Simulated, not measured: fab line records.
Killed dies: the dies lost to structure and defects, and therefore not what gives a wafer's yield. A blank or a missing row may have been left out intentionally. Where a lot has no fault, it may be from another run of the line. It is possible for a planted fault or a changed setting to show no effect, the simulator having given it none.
Problem report in the 8D (eight disciplines) form, filled by code	flow gf180mcu	the parts of the form that need people (team, actions taken, sign-off) are left out

## 1. WHAT WENT WRONG
Wafers free of any fault read 46.14 ohm/sq (standard deviation 0.083) for NSD_RS at GF_PSD_RS_MEAS_14, against a mean of 41.31 ohm/sq on 9 wafers of 3 lots. That puts it -58 standard deviations away from the usual mean.
The step: measures by four-point-probe.
The first sign was on wafer L364.2 at day 20 15:11, on filmMetro-03. Wafers with a number at this step in the record: 39, from 13 lots. Rule for "out", or "out of limits": more than 4 standard deviations from the usual mean. The rest of the wafers with a number are treated as sound.

## 2. WHAT THIS IS AND IS NOT
question	is	is not
which readings at this step	NSD_RS	-
which lots	L364, L365, L367	L347, L348, L350, L351, L353, L355, L358, L362, L368, L369
which wafers of those lots	all that have a number	-
read on which gauges	filmMetro-03, filmMetro-04	filmMetro-02
when	from day 20 15:11	up to then (24 sound wafers); but 6 sound wafers of L368, L369 came after

## 3. THE SUSPECTS, EACH WITH WHAT RULES IT OUT
Counting: any tool at a process step up to the reading is kept as a suspect provided that every lot that is out went through it and no sound lot did after the first of them.
- the gauge at GF_PSD_RS_MEAS_14 is ruled out. Those wafers that are out were read across 2 gauges (filmMetro-03, filmMetro-04).
- rtpAnneal-02 at GF_PSD_RTA_13 (time 20 s): kept. It ran every lot that is out, first L364 (day 20 15:05), and no sound lot after that; its last sound lot up to then is L362 (day 19 17:35). Out on those wafers are its own readings of runLengthS.
Left after counting: rtpAnneal-02 at GF_PSD_RTA_13.

## 4. THE CAUSE (what the simulator had put in)
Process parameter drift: rtpAnneal-02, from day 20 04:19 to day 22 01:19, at GF_PSD_RTA_13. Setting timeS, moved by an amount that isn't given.
This tool alone remained once counting was done.

## 5. THE EFFECT CHAIN, in route order
One row per reading whose mean, taken over the struck wafers that have a number, lies over 3 standard deviations from the usual. Scope: only readings with a usual standard deviation given in the record; hours: median across lots of the time from each lot's start at the first step in this table that gives one to its start at this step; sigmas: change in usual standard deviations.
hours	step	reading	usual	on struck wafers	change	sigmas
0	GF_PSD_RTA_13	runLengthS	48.9 s	77.3	+28.4	+45
0	GF_PSD_RS_MEAS_14	NSD_RS	46.14 ohm/sq	41.31	-4.83	-58
0	GF_PSD_RS_MEAS_15	PSD_RS	108.6 ohm/sq	100.0	-8.6	-29
The process steps in it:
- GF_PSD_RTA_13: time 20 s.

## 6. HOW IT WOULD HAVE BEEN CAUGHT EARLIER
Counted from the fault's start at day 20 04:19, it took 11 hours until the first out-of-limits reading at a measuring or inspecting step in this record, taken at day 20 15:11.
The tool's own readings at GF_PSD_RTA_13 were out on every struck wafer that the step has a row for (runLengthS): an alarm limit on them would have fired on the first of those.
L365, L367, from the lots that are out (3), started GF_PSD_RTA_13 on rtpAnneal-02 later than day 20 15:11. A hold on the tool at that time would have spared those 2.
